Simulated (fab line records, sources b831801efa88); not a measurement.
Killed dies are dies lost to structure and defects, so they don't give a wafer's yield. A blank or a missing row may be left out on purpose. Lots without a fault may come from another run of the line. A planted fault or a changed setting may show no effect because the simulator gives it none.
A struck lot beside a sound one | flow sky130 | 42 steps out of a route of 708
Sound: wafers L788.2, L788.3, L788.4. Struck: wafers L793.1, L793.3, L793.6. The cause comes at the end.
At each step with rows: each side's tool, then ch and its chambers, then its first start. Under that, the readings that differ: sound wafers | struck wafers | difference of the means | sigmas: that difference in standard deviations of wafers without a fault.
alike: readings whose means differ by less than 2 such deviations, and words and numbers that are the same on both sides. not compared: withheld readings, readings that some wafer has no value for, bounds like >300 that may hide the same value, and numbers for which the record gives no deviation and whose values overlap.
The two part at a step that has a row with sigmas, a row that says differs or no value, or rows on one side only. Numbers that don't overlap but have no deviation are shown without sigmas and don't part them. A reading that every wafer of one side lacks parts them only if that side has two wafers or more.

SKY_NWELL_RS_MEAS_31: measures by four-point-probe.
  sound on film_metro-04, day 6 21:19; struck on film_metro-04, day 7 23:05
  alike: PWDE_RS
then, 7 steps without rows for these wafers: SKY_VT_ADJUST_HVTP_DEHYDRATE_00 (time 60 s); SKY_VT_ADJUST_HVTP_HMDS_01 (prime time 60 s); SKY_VT_ADJUST_HVTP_COAT_02 (resist thk 1140 nm); SKY_VT_ADJUST_HVTP_SOFTBAKE_03 (time 60 s); SKY_VT_ADJUST_HVTP_EXPOSE_04 (exposes mask HVTPM, target cd 380 nm); SKY_VT_ADJUST_HVTP_PEB_05; SKY_VT_ADJUST_HVTP_DEVELOP_06 (develop time 62.47 s).
SKY_VT_ADJUST_HVTP_CD_MEAS_07: target cd 380 nm.
  sound on cd_sem-01, day 7 17:13; struck on cd_sem-01, day 8 19:48
  alike: cd_nm
SKY_VT_ADJUST_HVTP_OVL_MEAS_08:
  sound on overlay-02, day 7 17:20; struck on overlay-01, day 8 19:55
  alike: VT_ADJUST_HVTP_OVL
then, 1 step without rows for these wafers: SKY_VT_ADJUST_HVTP_IMPLANT_09.
SKY_VT_ADJUST_HVTP_STRIP_10: strips in O2/N2.
  sound on plasma_asher-01 ch 0,1, day 7 17:31; struck on plasma_asher-03 ch 0,1, day 8 20:07
  alike: drypump_motor_current_A, oes_product_au, strip_time_to_endpoint_s
  not compared: rf_hours_counter_h
SKY_VT_ADJUST_HVTP_TW_MEAS_11:
  sound on film_metro-04, day 7 17:37; struck on film_metro-03, day 8 20:13
  alike: VT_ADJUST_HVTP_TW
then, 7 steps without rows for these wafers: SKY_VT_ADJUST_LVTN_DEHYDRATE_00 (time 60 s); SKY_VT_ADJUST_LVTN_HMDS_01 (prime time 60 s); SKY_VT_ADJUST_LVTN_COAT_02 (resist thk 3000 nm); SKY_VT_ADJUST_LVTN_SOFTBAKE_03; SKY_VT_ADJUST_LVTN_EXPOSE_04 (exposes mask NWM COMPLEMENT LESS NATIVE, target cd 840 nm); SKY_VT_ADJUST_LVTN_PEB_05; SKY_VT_ADJUST_LVTN_DEVELOP_06 (develop time 60 s).
SKY_VT_ADJUST_LVTN_OVL_MEAS_07:
  sound on overlay-01, day 8 15:04; struck on overlay-02, day 9 18:10
  reading                 | sound          | struck      | difference | sigmas
  VT_ADJUST_LVTN_OVL (nm) | -1.0 -2.2 -1.1 | 1.2 1.7 0.9 | +2.7       | +2
then, 1 step without rows for these wafers: SKY_VT_ADJUST_LVTN_IMPLANT_08.
SKY_VT_ADJUST_LVTN_STRIP_09: strips in O2/N2.
  sound on plasma_asher-01 ch 0,1, day 8 15:14; struck on plasma_asher-02 ch 0,1, day 9 18:20
  reading                     | sound       | struck      | difference | sigmas
  drypump_motor_current_A (A) | 5.2 5.5 5.2 | 6.0 6.0 6.1 | +0.7       | +2
  alike: oes_product_au, strip_time_to_endpoint_s
  not compared: rf_hours_counter_h
SKY_VT_ADJUST_LVTN_TW_MEAS_10:
  sound on film_metro-01, day 8 15:21; struck on film_metro-04, day 9 18:26
  alike: VT_ADJUST_LVTN_TW
then, 7 steps without rows for these wafers: SKY_VT_ADJUST_LVTN_DEHYDRATE_11 (time 60 s); SKY_VT_ADJUST_LVTN_HMDS_12 (prime time 60 s); SKY_VT_ADJUST_LVTN_COAT_13 (resist thk 1140 nm); SKY_VT_ADJUST_LVTN_SOFTBAKE_14 (time 60 s); SKY_VT_ADJUST_LVTN_EXPOSE_15 (exposes mask HVN STD DERIVED, target cd 600 nm); SKY_VT_ADJUST_LVTN_PEB_16; SKY_VT_ADJUST_LVTN_DEVELOP_17 (develop time 60 s).
SKY_VT_ADJUST_LVTN_OVL_MEAS_18:
  sound on overlay-02, day 9 13:04; struck on overlay-02, day 10 17:34
  alike: VT_ADJUST_LVTN_01_OVL
then, 1 step without rows for these wafers: SKY_VT_ADJUST_LVTN_IMPLANT_19.
SKY_VT_ADJUST_LVTN_STRIP_20: strips in O2/N2.
  sound on plasma_asher-04 ch 0,1, day 9 13:14; struck on plasma_asher-01 ch 0,1, day 10 17:44
  alike: drypump_motor_current_A, oes_product_au, strip_time_to_endpoint_s
  not compared: rf_hours_counter_h
SKY_VT_ADJUST_LVTN_TW_MEAS_21:
  sound on film_metro-03, day 9 13:21; struck on film_metro-04, day 10 17:50
  alike: VT_ADJUST_LVTN_2_TW
then, 6 steps without rows for these wafers: SKY_VT_ADJUST_NCORE_DEHYDRATE_00 (time 60 s); SKY_VT_ADJUST_NCORE_HMDS_01 (prime time 60 s); SKY_VT_ADJUST_NCORE_COAT_02 (resist thk 1148 nm); SKY_VT_ADJUST_NCORE_SOFTBAKE_03 (time 60 s); SKY_VT_ADJUST_NCORE_EXPOSE_04 (exposes mask LVTN COMPLEMENT THIN, target cd 380 nm); SKY_VT_ADJUST_NCORE_PEB_05.
-- the record jumps here: 38 days lie between the struck wafers' starts before and after (it left off in module VT_ADJUST_NCORE and takes up again in module PAD_OPEN, whose first step shown is number 708 of the route) --
SKY_PAD_OPEN_PROBE_99:
  the record has rows for the struck wafers here (prober-02, day 48 13:49) and none for the sound ones

WHERE THEY PART
First at SKY_VT_ADJUST_LVTN_OVL_MEAS_07; last, within this record, at SKY_PAD_OPEN_PROBE_99.

WHY: what the simulator had put in
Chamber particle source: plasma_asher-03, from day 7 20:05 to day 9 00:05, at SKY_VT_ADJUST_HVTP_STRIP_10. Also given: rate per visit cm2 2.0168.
